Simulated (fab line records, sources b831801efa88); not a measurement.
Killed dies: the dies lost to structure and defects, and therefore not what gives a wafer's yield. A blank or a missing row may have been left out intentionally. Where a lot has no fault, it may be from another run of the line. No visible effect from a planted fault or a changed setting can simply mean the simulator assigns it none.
fab line records	flow sky130
record lots=11	wafers=33	lastDay=50
route steps=708 shown VIA1@482 VIA4@656 METAL5@666 PASSIVATION@681 PAD_OPEN@708
lots that met no fault: taken from a fault-free run of the same line
startH: hours from the record's first day to the start of the lot's first wafer shown	waitH: time in hours since the lot's previous step	" same as the row above	L1.1+2: a row that stands for several wafers	- value missing, or start not given	* or withheld: withheld	< > ~ a bound
route shown NAME@n: a module of which the file shows steps, and the number in the route of the first	usual: mean and standard deviation over wafers with no fault	same: alike in all rows	chamber/n: place in a boat	sites: per-site readings	_std_site: standard deviation of those values	_edge_site: outer sites' mean less inner sites'	radiusMm: for every site, how far away it sits from the centre of the wafer	mask NAME#n: copy n	behind: the last tool/chamber to shape the wafer	hold: why the lot was held/for how many hours/how that ended	device: transistor that didn't switch, given as n, p or np	end of line: at the end of the route, the tests of the same wafers	step lacking rows: just its recipe	killed: dies lost to structure and defects at the first sort, not the wafer's yield	map: a wafer's dies, marking killed ones x, the rest . and places with no die _
set.NAME: setting as actually run; set.NAME@STEP: the setting as run at that earlier step	model.NAME: the simulator's own value behind a step, which no gauge read
the route's steps for a sample of lots (tables are steps, rows are wafers)
services: from which hour (startH, from the record's first day; less than 0 if before it) a tool's chamber was out of use, for how many hours, and why
## steps
# step SKY_VIA1_CMP_24
# recipe stopOn=SiO2	tOverpolishS=15	downForcePsi=3.5	platenRpm=60	targetThkNm=0	padVelocityMS=0.94248
# usual motorCurrentA=11.0/1.3	overpolishRunS=15.001/0.0087	timeToEndpointS=65.8/2.8
# same tOverpolishS=15
lot.wafer	tool	chamber	startH	waitH	motorCurrentA	overpolishRunS	timeToEndpointS
L306.1	cmp-02	1	797.44	0.1	12.1	15.002	70.9
L306.4	"	2	"	"	9.8	15.003	68.7
L306.3	"	3	"	"	10.2	15.012	68.7
L307.1	cmp-01	1	803.95	0.1	9.0	15.008	67.1
L307.2	"	0	"	"	11.6	15.001	70.2
L307.5	"	1	"	"	9.5	15.022	68.9
L308.3	cmp-02	1	804.00	0.0	11.9	15.003	65.0
L308.4	"	2	"	"	10.0	14.998	69.4
L308.2	"	3	"	"	10.1	14.994	70.1
L309.1	cmp-01	2	821.67	0.1	11.7	14.997	67.4
L309.3	"	0	"	"	11.2	15.025	69.7
L309.5	"	1	"	"	9.8	14.988	68.0
L312.4	cmp-01	1	839.86	0.1	9.0	14.989	64.0
L312.3	"	2	"	"	10.4	14.998	70.4
L312.5	"	3	"	"	13.0	15.005	65.0
L317.4	cmp-01	2	869.57	0.1	11.6	14.997	67.7
L317.1	"	3	"	"	12.3	15.001	64.3
L317.5	"	1	"	"	9.2	14.990	61.0
L320.2	cmp-02	2	890.70	0.0	10.2	15.010	69.1
L320.1	"	0	"	"	12.2	15.006	67.2
L320.5	"	2	"	"	10.2	14.995	64.5
L325.2	cmp-02	2	932.26	0.1	9.9	15.002	64.4
L325.4	"	3	"	"	10.3	14.988	65.7
L325.5	"	1	"	"	12.2	14.988	68.4
L326.4	cmp-02	0	935.60	0.1	12.8	14.985	65.1
L326.6	"	2	"	"	9.2	15.000	65.8
L326.5	"	3	"	"	10.5	15.010	67.0
L328.4	cmp-02	2	953.89	0.1	9.8	14.991	68.7
L328.1	"	3	"	"	9.9	14.986	67.8
L328.2	"	0	"	"	12.8	15.001	65.6
L329.3	cmp-01	2	959.77	0.1	11.4	15.004	63.8
L329.4	"	3	"	"	13.6	15.002	62.4
L329.5	"	1	"	"	9.5	14.991	59.0
# step SKY_VIA4_SPUTTER_17
# recipe material=TiN	targetThkNm=20	chamberPressurePa=5	powerW=4000	timeS=80
# usual cathodeDcPowerW=4000.0/0.75	throttleValvePct=30.1/0.91
lot.wafer	tool	chamber	startH	waitH	cathodeDcPowerW	throttleValvePct
L306.1	pvdSputter-03	-	1008.48	0.0	4000.5	30.9
L306.3	"	-	"	"	3998.8	29.4
L306.4	"	-	"	"	3999.4	31.3
L307.1	pvdSputter-01	-	1011.06	0.0	4001.2	30.0
L307.2	"	-	"	"	4001.5	29.0
L307.5	"	-	"	"	3999.7	30.1
L308.2	pvdSputter-04	-	1013.67	0.0	4000.0	31.1
L308.3	"	-	"	"	4000.4	29.6
L308.4	"	-	"	"	3999.9	31.2
L309.1	pvdSputter-01	-	1026.79	0.0	4000.2	30.0
L309.3	"	-	"	"	4000.5	28.8
L309.5	"	-	"	"	4000.9	30.4
L312.3	pvdSputter-03	-	1043.66	0.0	3999.9	31.5
L312.4	"	-	"	"	4002.1	30.9
L312.5	"	-	"	"	3999.1	31.1
L317.1	pvdSputter-01	-	1068.83	0.0	4000.2	30.4
L317.4	"	-	"	"	4001.3	28.7
L317.5	"	-	"	"	4001.1	30.3
L320.1	pvdSputter-04	-	1085.14	0.0	3999.2	31.2
L320.2	"	-	"	"	3999.7	29.6
L320.5	"	-	"	"	3999.6	30.8
L325.2	pvdSputter-04	-	1120.89	0.0	3999.3	29.7
L325.4	"	-	"	"	4000.4	29.7
L325.5	"	-	"	"	3999.5	31.4
L326.4	pvdSputter-01	-	1125.08	0.0	4000.6	28.9
L326.5	"	-	"	"	4001.1	28.8
L326.6	"	-	"	"	3999.9	28.8
L328.1	pvdSputter-01	-	1139.66	0.0	4000.5	30.0
L328.2	"	-	"	"	3999.8	30.0
L328.4	"	-	"	"	4000.1	28.8
L329.3	pvdSputter-04	-	1142.17	0.0	4001.0	29.9
L329.4	"	-	"	"	3999.3	31.3
L329.5	"	-	"	"	3999.9	29.7
# step SKY_METAL5_RS_MEAS_05
# recipe thkMeasGauge=four-point-probe	reads=TiN_of_METAL5_SPUTTER_04+Ti_of_METAL5_SPUTTER_03+AlCu_of_METAL5_SPUTTER_02+TiN_of_METAL5_SPUTTER_01+Ti_of_METAL5_SPUTTER_00
# usual METAL5_ALCU_RS=0.02712/0.00023
lot.wafer	tool	chamber	startH	waitH	METAL5_ALCU_RS[ohm/sq]
L306.1	filmMetro-02	-	1009.34	0.0	0.02666
L306.3	"	-	"	"	0.02698
L306.4	"	-	"	"	0.02678
L307.1	filmMetro-04	-	1011.92	0.0	0.02696
L307.2	"	-	"	"	0.02733
L307.5	"	-	"	"	0.02719
L308.2	filmMetro-04	-	1014.55	0.0	0.02697
L308.3	"	-	"	"	0.02681
L308.4	"	-	"	"	0.02681
L309.1	filmMetro-04	-	1027.91	0.0	0.02688
L309.3	"	-	"	"	0.02716
L309.5	"	-	"	"	0.02688
L312.3	filmMetro-04	-	1044.67	0.1	0.02744
L312.4	"	-	"	"	0.02745
L312.5	"	-	"	"	0.02742
L317.1	filmMetro-04	-	1069.69	0.0	0.02725
L317.4	"	-	"	"	0.02714
L317.5	"	-	"	"	0.02713
L320.1	filmMetro-04	-	1088.14	0.0	0.02692
L320.2	"	-	"	"	0.02681
L320.5	"	-	"	"	0.02663
L325.2	filmMetro-02	-	1121.77	0.0	0.02696
L325.4	"	-	"	"	0.02738
L325.5	"	-	"	"	0.02675
L326.4	filmMetro-04	-	1125.99	0.1	0.02748
L326.5	"	-	"	"	0.02743
L326.6	"	-	"	"	0.02721
L328.1	filmMetro-02	-	1140.52	0.0	0.02741
L328.2	"	-	"	"	0.0271
L328.4	"	-	"	"	0.02732
L329.3	filmMetro-02	-	1143.06	0.1	0.02679
L329.4	"	-	"	"	0.02703
L329.5	"	-	"	"	0.02655
# step SKY_PASSIVATION_CVD_00
# recipe material=SiO2	targetThkNm=90	tempC=400	timeS=withheld	rfW=600
# usual heaterPowerW=688/90	rfFwdPowerW=590/3.1
lot.wafer	tool	chamber	startH	waitH	heaterPowerW	rfFwdPowerW
L306.1	pecvd-03	2	1033.37	0.0	670	587
L306.3	"	1	"	"	857	594
L306.4	"	1	"	"	858	595
L307.1	pecvd-04	0	1036.58	0.0	641	592
L307.2	"	1	"	"	769	591
L307.5	"	0	"	"	649	593
L308.2	pecvd-04	1	1038.18	0.0	812	592
L308.3	"	0	"	"	588	592
L308.4	"	0	"	"	582	592
L309.1	pecvd-02	1	1049.45	0.0	611	589
L309.3	"	0	"	"	606	592
L309.5	"	1	"	"	627	588
L312.3	pecvd-02	1	1067.95	0.0	633	590
L312.4	"	2	"	"	662	586
L312.5	"	0	"	"	688	591
L317.1	pecvd-02	1	1091.32	0.0	569	588
L317.4	"	1	"	"	570	587
L317.5	"	0	"	"	597	592
L320.1	pecvd-03	0	1109.36	0.0	843	590
L320.2	"	2	"	"	666	588
L320.5	"	1	"	"	908	594
L325.2	pecvd-03	2	1141.41	0.0	668	585
L325.4	"	2	"	"	679	583
L325.5	"	1	"	"	933	595
L326.4	pecvd-04	1	1145.11	0.0	804	592
L326.5	"	0	"	"	593	590
L326.6	"	2	"	"	704	590
L328.1	pecvd-04	0	1158.97	0.0	661	591
L328.2	"	2	"	"	744	595
L328.4	"	2	"	"	747	592
L329.3	pecvd-04	0	1160.96	0.0	648	594
L329.4	"	0	"	"	628	593
L329.5	"	2	"	"	666	588
# step SKY_PAD_OPEN_PROBE_99
# usual defectLimitedYield=82.0/2.1	killed_at_M0_to_M3=45/7	killed_at_M4_up=3.4/1.8	killedAtContacts=24/5.4	killedAtFrontEnd=16/4.8	killedAtOther=0.4/0.62	killedDies=89/10	killedOnRim=17/3.5	killedOpen=48/7.2	killedShort=40/6.3	sort_bin_3_pad_short=0.9/0.39	sort_bin_5_function=10.7/1.5	sort_bin_6_memory=6.4/1.1	sortNPass=403/10	sortYieldPct=82.0/2.1
# same grossDies=492	killedAtBackSide=0	sort_bin_4_leakage[%]=0	sort_bin_8_speed[%]=0
lot.wafer	tool	chamber	startH	waitH	defectLimitedYield[%]	killed_at_M0_to_M3	killed_at_M4_up	killedAtContacts	killedAtFrontEnd	killedAtOther	killedDies	killedOnRim	killedOpen	killedShort	sort_bin_3_pad_short[%]	sort_bin_5_function[%]	sort_bin_6_memory[%]	sortNPass	sortYieldPct[%]
L306.1	prober-02	-	1079.46	0.1	84.1	36	2	24	16	0	78	14	51	27	0.8	10.4	4.7	414	84.1
L306.3	prober-02	-	1079.56	0.2	84.8	36	2	25	12	0	75	11	42	33	0.8	8.9	5.5	417	84.8
L306.4	prober-02	-	1079.61	0.2	84.1	31	4	33	8	2	78	14	40	37	1.0	8.3	6.5	414	84.1
L307.1	prober-01	-	1081.42	0.1	83.1	47	1	27	8	0	83	15	48	35	0.2	9.1	7.5	409	83.1
L307.2	prober-01	-	1081.47	0.1	86.2	35	3	15	15	0	68	18	37	30	0.8	6.9	6.1	424	86.2
L307.5	prober-01	-	1081.62	0.2	80.9	40	4	26	23	1	94	19	35	59	1.6	9.3	8.1	398	80.9
L308.2	prober-02	-	1082.82	0.1	77.4	59	7	23	21	1	111	18	63	48	0.6	14.8	7.1	381	77.4
L308.3	prober-02	-	1082.87	0.2	83.1	46	3	22	12	0	83	21	47	36	1.2	10.8	4.9	409	83.1
L308.4	prober-02	-	1082.92	0.2	80.9	57	2	17	17	1	94	14	42	52	1.4	9.3	8.3	398	80.9
L309.1	prober-01	-	1094.61	0.1	81.7	39	2	34	14	1	90	22	46	43	0.8	10.4	7.1	402	81.7
L309.3	prober-01	-	1094.71	0.2	83.5	39	6	22	13	1	81	16	45	35	0.8	9.3	6.3	411	83.5
L309.5	prober-01	-	1094.81	0.2	83.3	35	1	26	20	0	82	16	48	33	0.8	8.7	7.1	410	83.3
L312.3	prober-02	-	1112.98	0.2	79.3	51	6	25	20	0	102	18	60	41	0.8	12.4	7.5	390	79.3
L312.4	prober-02	-	1113.03	0.2	79.7	47	2	21	30	0	100	23	52	48	1.2	13.0	6.1	392	79.7
L312.5	prober-02	-	1113.08	0.2	81.3	49	5	26	12	0	92	16	56	35	0	11.0	7.7	400	81.3
L317.1	prober-02	-	1133.35	0.1	81.9	43	6	26	14	0	89	19	54	35	1.2	10.4	6.5	403	81.9
L317.4	prober-02	-	1133.50	0.2	35.4	292	3	17	6	0	318	58	35	24	4.5	42.7	17.5	174	35.4
L317.5	prober-02	-	1133.55	0.2	81.5	39	2	28	22	0	91	14	44	47	0.8	10.4	7.3	401	81.5
L320.1	prober-02	-	1149.97	0.1	85.0	41	1	16	14	2	74	12	37	37	0.8	10.6	3.7	418	85.0
L320.2	prober-02	-	1150.02	0.1	83.1	41	2	27	13	0	83	21	45	38	1.0	10.0	5.9	409	83.1
L320.5	prober-02	-	1150.17	0.2	77.8	49	6	37	17	0	109	26	53	54	1.4	14.0	6.7	383	77.8
L325.2	prober-02	-	1178.01	0.1	85.2	40	2	21	9	1	73	15	43	30	1.0	8.7	5.1	419	85.2
L325.4	prober-02	-	1178.11	0.2	81.1	39	3	25	26	0	93	13	47	46	0.8	11.4	6.7	399	81.1
L325.5	prober-02	-	1178.16	0.2	84.8	45	4	19	7	0	75	16	37	38	0.4	8.7	6.1	417	84.8
L326.4	prober-02	-	1180.89	0.2	81.5	49	2	25	14	1	91	19	48	43	0.6	11.2	6.7	401	81.5
L326.5	prober-02	-	1180.94	0.2	80.9	49	5	26	14	0	94	16	44	50	1.2	11.2	6.7	398	80.9
L326.6	prober-02	-	1180.99	0.2	81.9	48	3	26	11	1	89	16	39	50	1.4	11.0	5.7	403	81.9
L328.1	prober-02	-	1193.86	0.1	86.4	32	4	12	19	0	67	10	36	31	0.2	7.9	5.5	425	86.4
L328.2	prober-02	-	1193.91	0.1	83.1	35	4	31	11	2	83	18	40	41	0.6	10.8	5.5	409	83.1
L328.4	prober-02	-	1194.01	0.2	83.1	40	6	20	15	2	83	16	45	37	0.6	10.2	6.1	409	83.1
L329.3	prober-01	-	1196.27	0.2	83.1	45	5	20	13	0	83	15	44	39	1.2	9.3	6.3	409	83.1
L329.4	prober-01	-	1196.32	0.2	81.3	47	1	30	14	0	92	22	54	38	0.6	11.8	6.3	400	81.3
L329.5	prober-01	-	1196.37	0.2	83.1	37	6	24	16	0	83	20	47	36	0.8	11.4	4.7	409	83.1
# killed by level:class
L306.1 CONTACT:geometricParticle:open=12 VIA2:geometricParticle:open=9 LI_CONTACT:geometricParticle:open=7 VIA1:geometricParticle:open=7 VIA3:geometricParticle:open=5 FIELD_ISO:geometricParticle:short=4 VIA1:geometricParticle:short=4 METAL2:geometricParticle:short=4
L306.3 CONTACT:geometricParticle:open=11 VIA2:geometricParticle:open=7 VIA1:geometricParticle:open=6 LI_CONTACT:geometricParticle:open=5 CONTACT:geometricParticle:short=5 METAL1:geometricParticle:short=5 POLY_GATE:geometricParticle:open=3 POLY_GATE:geometricParticle:short=3
L306.4 LI_CONTACT:geometricParticle:open=9 CONTACT:geometricParticle:open=8 CONTACT:geometricParticle:short=8 METAL2:geometricParticle:short=7 VIA1:geometricParticle:open=7 LOCAL_INTERCONNECT:geometricParticle:short=6 VIA2:geometricParticle:open=5 SPACER:geometricParticle:open=4
L307.1 CONTACT:geometricParticle:open=11 VIA1:geometricParticle:open=10 VIA2:geometricParticle:open=9 VIA1:geometricParticle:short=8 LOCAL_INTERCONNECT:geometricParticle:short=6 LI_CONTACT:geometricParticle:open=5 VIA3:geometricParticle:open=5 FIELD_ISO:geometricParticle:open=3
L307.2 VIA1:geometricParticle:open=9 CONTACT:geometricParticle:open=7 VIA2:geometricParticle:open=6 METAL1:geometricParticle:short=5 POLY_GATE:geometricParticle:short=4 METAL2:geometricParticle:short=4 VIA2:geometricParticle:short=4 FIELD_ISO:geometricParticle:open=3
L307.5 FIELD_ISO:geometricParticle:short=11 CONTACT:geometricParticle:open=8 METAL1:geometricParticle:short=7 VIA3:geometricParticle:open=7 POLY_GATE:geometricParticle:short=5 LOCAL_INTERCONNECT:geometricParticle:short=5 LI_CONTACT:geometricParticle:open=5 VIA1:geometricParticle:open=5
L308.2 VIA1:geometricParticle:open=20 VIA2:geometricParticle:open=8 METAL2:geometricParticle:short=7 METAL1:geometricParticle:short=7 VIA3:geometricParticle:open=7 POLY_GATE:geometricParticle:short=6 LI_CONTACT:geometricParticle:open=6 LOCAL_INTERCONNECT:geometricParticle:short=6
L308.3 CONTACT:geometricParticle:open=10 VIA1:geometricParticle:open=10 VIA3:geometricParticle:open=8 VIA1:geometricParticle:short=7 CONTACT:geometricParticle:short=7 METAL2:geometricParticle:short=7 FIELD_ISO:geometricParticle:open=6 VIA2:geometricParticle:open=4
L308.4 VIA1:geometricParticle:open=14 VIA1:geometricParticle:short=7 METAL2:geometricParticle:short=7 FIELD_ISO:geometricParticle:short=6 VIA2:geometricParticle:open=6 VIA3:geometricParticle:open=6 LI_CONTACT:geometricParticle:open=5 LOCAL_INTERCONNECT:geometricParticle:short=5
L309.1 LI_CONTACT:geometricParticle:open=16 VIA1:geometricParticle:open=8 VIA1:geometricParticle:short=8 CONTACT:geometricParticle:open=7 VIA3:geometricParticle:open=7 FIELD_ISO:geometricParticle:short=5 FIELD_ISO:geometricParticle:open=5 LOCAL_INTERCONNECT:geometricParticle:short=5
L309.3 VIA1:geometricParticle:open=10 CONTACT:geometricParticle:open=9 VIA3:geometricParticle:open=8 METAL1:geometricParticle:short=7 METAL4:geometricParticle:short=5 FIELD_ISO:geometricParticle:short=4 CONTACT:geometricParticle:short=4 VIA2:geometricParticle:open=4
L309.5 CONTACT:geometricParticle:open=9 LI_CONTACT:geometricParticle:open=8 VIA3:geometricParticle:open=8 VIA1:geometricParticle:open=7 FIELD_ISO:geometricParticle:open=6 POLY_GATE:geometricParticle:open=4 CONTACT:geometricParticle:short=4 METAL2:geometricParticle:short=4
L312.3 CONTACT:geometricParticle:open=13 VIA3:geometricParticle:open=11 VIA1:geometricParticle:open=10 METAL2:geometricParticle:short=6 VIA2:geometricParticle:open=6 POLY_GATE:geometricParticle:open=5 METAL1:geometricParticle:short=5 METAL3:geometricParticle:short=5
L312.4 VIA1:geometricParticle:open=12 POLY_GATE:geometricParticle:short=11 POLY_GATE:geometricParticle:open=8 LI_CONTACT:geometricParticle:open=8 VIA2:geometricParticle:short=6 VIA3:geometricParticle:open=6 CONTACT:geometricParticle:open=5 FIELD_ISO:geometricParticle:short=4
L312.5 CONTACT:geometricParticle:open=14 VIA1:geometricParticle:open=14 VIA2:geometricParticle:open=10 METAL1:geometricParticle:short=8 METAL2:geometricParticle:short=7 CONTACT:geometricParticle:short=6 LI_CONTACT:geometricParticle:open=5 FIELD_ISO:geometricParticle:open=3
L317.1 VIA1:geometricParticle:open=10 VIA2:geometricParticle:open=9 CONTACT:geometricParticle:open=8 LI_CONTACT:geometricParticle:open=6 VIA3:geometricParticle:open=6 CONTACT:geometricParticle:short=5 FIELD_ISO:geometricParticle:short=4 VIA1:geometricParticle:short=4
L317.4 VIA1:unspecified=259 VIA1:geometricParticle:open=7 VIA2:geometricParticle:open=6 CONTACT:geometricParticle:open=6 LI_CONTACT:geometricParticle:open=4 VIA3:geometricParticle:open=4 LOCAL_INTERCONNECT:geometricParticle:short=4 METAL3:geometricParticle:short=4
L317.5 LOCAL_INTERCONNECT:geometricParticle:short=9 CONTACT:geometricParticle:open=9 VIA1:geometricParticle:open=8 POLY_GATE:geometricParticle:open=7 POLY_GATE:geometricParticle:short=7 METAL1:geometricParticle:short=6 METAL2:geometricParticle:short=5 CONTACT:geometricParticle:short=5
L320.1 METAL2:geometricParticle:short=8 METAL1:geometricParticle:short=7 VIA1:geometricParticle:open=7 LI_CONTACT:geometricParticle:open=6 FIELD_ISO:geometricParticle:open=5 CONTACT:geometricParticle:open=5 VIA1:geometricParticle:short=4 VIA3:geometricParticle:open=4
L320.2 VIA1:geometricParticle:open=13 CONTACT:geometricParticle:open=12 CONTACT:geometricParticle:short=6 VIA3:geometricParticle:open=6 VIA1:geometricParticle:short=5 FIELD_ISO:geometricParticle:short=4 POLY_GATE:geometricParticle:open=4 LI_CONTACT:geometricParticle:open=4
L320.5 CONTACT:geometricParticle:open=12 VIA1:geometricParticle:short=10 VIA1:geometricParticle:open=10 LI_CONTACT:geometricParticle:open=7 VIA3:geometricParticle:open=6 LOCAL_INTERCONNECT:geometricParticle:short=6 CONTACT:geometricParticle:short=6 METAL4:geometricParticle:short=6
L325.2 CONTACT:geometricParticle:open=11 VIA1:geometricParticle:open=8 VIA2:geometricParticle:open=7 METAL2:geometricParticle:short=6 VIA3:geometricParticle:open=5 LOCAL_INTERCONNECT:geometricParticle:short=4 METAL1:geometricParticle:short=4 VIA2:geometricParticle:short=4
L325.4 CONTACT:geometricParticle:open=10 FIELD_ISO:geometricParticle:short=9 VIA2:geometricParticle:open=8 POLY_GATE:geometricParticle:open=6 VIA1:geometricParticle:open=6 METAL1:geometricParticle:short=6 LI_CONTACT:geometricParticle:short=5 METAL2:geometricParticle:short=5
L325.5 METAL1:geometricParticle:short=9 CONTACT:geometricParticle:open=8 VIA1:geometricParticle:open=7 VIA1:geometricParticle:short=6 CONTACT:geometricParticle:short=5 VIA3:geometricParticle:open=5 FIELD_ISO:geometricParticle:open=4 METAL3:geometricParticle:short=4
L326.4 FIELD_ISO:geometricParticle:open=8 METAL2:geometricParticle:short=8 VIA2:geometricParticle:open=8 LI_CONTACT:geometricParticle:open=7 LOCAL_INTERCONNECT:geometricParticle:short=6 VIA1:geometricParticle:open=6 VIA3:geometricParticle:open=6 CONTACT:geometricParticle:short=5
L326.5 METAL2:geometricParticle:short=9 VIA1:geometricParticle:open=8 LI_CONTACT:geometricParticle:open=7 CONTACT:geometricParticle:open=7 VIA2:geometricParticle:open=6 METAL3:geometricParticle:short=6 LOCAL_INTERCONNECT:geometricParticle:short=5 VIA1:geometricParticle:short=5
L326.6 CONTACT:geometricParticle:open=9 METAL2:geometricParticle:short=7 VIA1:geometricParticle:short=7 VIA1:geometricParticle:open=7 VIA2:geometricParticle:open=7 VIA3:geometricParticle:open=7 LI_CONTACT:geometricParticle:open=6 LOCAL_INTERCONNECT:geometricParticle:short=6
L328.1 VIA1:geometricParticle:open=9 VIA1:geometricParticle:short=5 FIELD_ISO:geometricParticle:open=4 POLY_GATE:geometricParticle:open=4 LOCAL_INTERCONNECT:geometricParticle:short=4 CONTACT:geometricParticle:open=4 METAL1:geometricParticle:open=4 METAL2:geometricParticle:short=4
L328.2 CONTACT:geometricParticle:open=8 LI_CONTACT:geometricParticle:open=7 VIA3:geometricParticle:open=7 LOCAL_INTERCONNECT:geometricParticle:short=6 CONTACT:geometricParticle:short=6 METAL2:geometricParticle:short=5 VIA2:geometricParticle:open=5 POLY_GATE:geometricParticle:open=4
L328.4 VIA3:geometricParticle:open=12 CONTACT:geometricParticle:open=8 VIA1:geometricParticle:open=7 POLY_GATE:geometricParticle:open=5 LI_CONTACT:geometricParticle:open=5 CONTACT:geometricParticle:short=4 METAL1:geometricParticle:short=4 VIA3:geometricParticle:short=4
L329.3 VIA1:geometricParticle:open=10 LI_CONTACT:geometricParticle:open=8 VIA2:geometricParticle:open=7 VIA2:geometricParticle:short=6 CONTACT:geometricParticle:open=5 VIA1:geometricParticle:short=5 FIELD_ISO:geometricParticle:short=4 METAL2:geometricParticle:short=4
L329.4 CONTACT:geometricParticle:open=13 VIA1:geometricParticle:open=12 VIA2:geometricParticle:open=10 CONTACT:geometricParticle:short=7 VIA1:geometricParticle:short=6 LI_CONTACT:geometricParticle:open=5 VIA3:geometricParticle:open=5 FIELD_ISO:geometricParticle:short=4
L329.5 VIA1:geometricParticle:open=14 CONTACT:geometricParticle:open=7 CONTACT:geometricParticle:short=7 FIELD_ISO:geometricParticle:open=6 LI_CONTACT:geometricParticle:open=5 METAL4:geometricParticle:short=5 POLY_GATE:geometricParticle:short=4 VIA2:geometricParticle:open=4
## services
tool	chamber	startH	hours	kind
pvdSputter-01	-	778.55	5.0	repair
pecvd-03	0	815.61	4.6	repair
pecvd-03	-	817.40	5.5	pm
cmp-01	-	822.74	0.8	repair
cmp-02	-	839.59	19.0	pm
pecvd-02	-	879.25	9.9	repair
pecvd-03	-	889.01	2.8	pm
cmp-02	-	894.61	0.9	repair
cmp-01	-	906.57	0.6	repair
cmp-01	-	911.36	4.8	pm
cmp-02	-	912.02	4.0	pm
cmp-01	-	974.77	0.5	repair
cmp-01	-	988.25	3.8	pm
pvdSputter-04	-	993.37	5.6	repair
cmp-01	-	995.50	2.0	repair
pvdSputter-01	-	1001.97	5.4	repair
cmp-02	-	1005.06	2.9	pm
cmp-01	-	1084.16	4.0	pm
pvdSputter-01	-	1094.26	27.8	repair
pvdSputter-01	-	1110.70	6.3	repair
cmp-02	-	1124.64	0.5	repair
cmp-02	-	1135.10	1.4	repair
cmp-02	-	1145.30	1.6	repair
cmp-01	-	1150.18	1.0	repair
## key
firstSign step=SKY_PAD_OPEN_PROBE_99	reading=killed_at_M0_to_M3	direction=up	sigmas=35	usual=45	struck=292
effect step=SKY_PAD_OPEN_PROBE_99	reading=killedDies	direction=up	sigmas=23	usual=89	struck=318
metAt SKY_VIA1_CMP_24
struckLots L317
struckWafers L317.4
notActingAt SKY_VIA4_SPUTTER_17,SKY_METAL5_RS_MEAS_05,SKY_PASSIVATION_CVD_00
onsetBetween 839.86 869.57
fault kind=chamberParticleSource	tool=cmp-01	chamber=2	onsetH=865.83	steps=SKY_VIA1_CMP_24	ratePerVisitCm2=1.6465	endH=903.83
